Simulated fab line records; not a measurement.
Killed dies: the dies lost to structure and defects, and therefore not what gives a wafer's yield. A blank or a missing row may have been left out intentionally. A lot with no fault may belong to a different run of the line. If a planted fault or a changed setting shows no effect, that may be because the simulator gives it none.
A lot that was struck, set against a sound lot || flow gf180mcu || 14 steps out of a route of 602
Sound: these wafers, L749.1, L749.2, L749.3. Wafers struck: L756.1, L756.5, L756.6. The cause is named last.
At each step with rows: each side's tool, then ch and its chambers, then its first start. Under that, the readings that differ: sound wafers || struck wafers || difference of the means || sigmas: that difference in standard deviations of wafers without a fault.
alike: words and numbers the same on both sides, and readings whose means are apart by under 2 such deviations; not compared: readings that were withheld, readings missing a value for some wafer, numbers with overlapping values and no deviation given by the record, and bounds like >300 which may hide the same value.
A row with sigmas, a row that says differs or no value, or rows on one side alone: a step with any of these is where the two part. Numbers that have no deviation but don't overlap get no sigmas and don't part them. A reading that every wafer of one side lacks parts them only if that side has two wafers or more.

first, 4 steps without rows for these wafers: GF_DNWELL_EXPOSE_04 (exposes mask DNWELL, target cd 1700 nm); GF_DNWELL_PEB_05; GF_DNWELL_DEVELOP_06 (develop time 60 s); GF_DNWELL_IMPLANT_07.
GF_DNWELL_STRIP_08: strips in O2/N2.
  sound on plasma asher-01 ch 0,1, day 2 18:34; struck on plasma asher-01 ch 0,1, day 4 11:37
  alike: drypump motor current A, heater power w, oes product au, strip time to endpoint s
  not compared: rf hours counter h
GF_DNWELL_TW_MEAS_09:
  sound on film metro-02, day 2 18:40; struck on film metro-02, day 4 11:43
  alike: DNWELL_TW
then, 6 steps without rows for these wafers: GF_NWELL_DEHYDRATE_00 (time 60 s); GF_NWELL_HMDS_01 (prime time 60 s); GF_NWELL_COAT_02 (resist thk 3000 nm); GF_NWELL_SOFTBAKE_03; GF_NWELL_EXPOSE_04 (exposes mask Nwell, target cd 860 nm); GF_NWELL_PEB_05.
GF_NWELL_DEVELOP_06: develop time 60 s.
  sound on litho track-04 ch 0, day 3 05:00; struck on litho track-01, day 5 01:00
  no value came back on the struck wafers for chill plate temp C (C), develop time s (s); on the sound wafers chill plate temp C (C) reads 23.02 23.09 23.07
GF_NWELL_OVL_MEAS_07:
  sound on overlay-02, day 3 05:55; struck on overlay-02, day 5 01:43
{"reading": "NWELL_OVL (nm)", "sound": "0.9 0.6 0.0", "struck": "- - -", "difference": "no value on the struck wafers", "sigmas": ""}

WHERE THEY PART
First at GF_NWELL_DEVELOP_06; last, within this record, at GF_NWELL_OVL_MEAS_07.

WHY: whatever the simulator had introduced
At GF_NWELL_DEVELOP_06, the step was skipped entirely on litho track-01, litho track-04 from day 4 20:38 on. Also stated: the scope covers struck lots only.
